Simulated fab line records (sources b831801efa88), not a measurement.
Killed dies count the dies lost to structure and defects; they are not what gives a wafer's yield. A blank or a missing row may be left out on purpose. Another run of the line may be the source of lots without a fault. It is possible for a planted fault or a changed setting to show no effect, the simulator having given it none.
Matching of chambers || flow sky130 || SKY_PASSIVATION_CVD_00 on pecvd-02 has 3 sister chambers
The step deposits SiO2, target thk 90 nm. 16 wafers are shown with their chamber, then 8 later ones without.

WAFERS PAIRED WITH THEIR CHAMBERS
{"wafer": "L075.4", "chamber": 1, "heater-power-w (W)": 678}
{"wafer": "L075.5", "chamber": 2, "heater-power-w (W)": 696}
{"wafer": "L075.6", "chamber": 0, "heater-power-w (W)": 744}
{"wafer": "L076.3", "chamber": 2, "heater-power-w (W)": 756}
{"wafer": "L076.5", "chamber": 2, "heater-power-w (W)": 750}
{"wafer": "L076.6", "chamber": 0, "heater-power-w (W)": 710}
{"wafer": "L082.1", "chamber": 0, "heater-power-w (W)": 697}
{"wafer": "L082.2", "chamber": 2, "heater-power-w (W)": 798}
{"wafer": "L082.3", "chamber": 1, "heater-power-w (W)": 718}
{"wafer": "L082.4", "chamber": 0, "heater-power-w (W)": 704}
{"wafer": "L082.5", "chamber": 1, "heater-power-w (W)": 707}
{"wafer": "L082.6", "chamber": 2, "heater-power-w (W)": 786}
{"wafer": "L085.2", "chamber": 2, "heater-power-w (W)": 792}
{"wafer": "L085.3", "chamber": 0, "heater-power-w (W)": 748}
{"wafer": "L085.4", "chamber": 2, "heater-power-w (W)": 785}
{"wafer": "L089.1", "chamber": 1, "heater-power-w (W)": 585}

SIGNATURES (means of the wafers above)
{"reading": "heater-power-w", "chamber 0": 720.60, "chamber 1": 672.00, "chamber 2": 766.14, "scatter within a chamber": 40.1}
Rule: for a wafer and a chamber, the distance is found by dividing, reading by reading, the gap between the wafer's reading and the chamber's mean by the reading's scatter, squaring, summing and taking the root. If the next closest chamber is less than 2 further off than the closest, the wafer can't be placed; otherwise it belongs to the closest. How the scatter is found: for the shown wafers, subtract from each reading the mean of its chamber, square and add these, divide the total by (wafers less chambers), then take the root.

WAFERS WHOSE CHAMBER IS MISSING
{"wafer": "L089.2", "heater-power-w (W)": 785}
{"wafer": "L089.4", "heater-power-w (W)": 758}
{"wafer": "L092.3", "heater-power-w (W)": 709}
{"wafer": "L092.4", "heater-power-w (W)": 613}
{"wafer": "L092.5", "heater-power-w (W)": 784}
{"wafer": "L093.1", "heater-power-w (W)": 730}
{"wafer": "L093.2", "heater-power-w (W)": 760}
{"wafer": "L093.5", "heater-power-w (W)": 758}

WHICH CHAMBER EACH WENT THROUGH
{"wafer": "L089.2", "from the rows above": "can't be placed: 2 or 0", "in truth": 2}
{"wafer": "L089.4", "from the rows above": "can't be placed: 2 or 0 or 1", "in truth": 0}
{"wafer": "L092.3", "from the rows above": "can't be placed: 0 or 1 or 2", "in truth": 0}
{"wafer": "L092.4", "from the rows above": "can't be placed: 1 or 0", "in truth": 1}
{"wafer": "L092.5", "from the rows above": "can't be placed: 2 or 0", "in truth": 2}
{"wafer": "L093.1", "from the rows above": "can't be placed: 0 or 2 or 1", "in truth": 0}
{"wafer": "L093.2", "from the rows above": "can't be placed: 2 or 0", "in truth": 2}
{"wafer": "L093.5", "from the rows above": "can't be placed: 2 or 0 or 1", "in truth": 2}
Correctly placed: 0 of 8. Can't be placed from these rows: 8 (the true chamber is among the candidates in 8). Wrongly placed: 0.
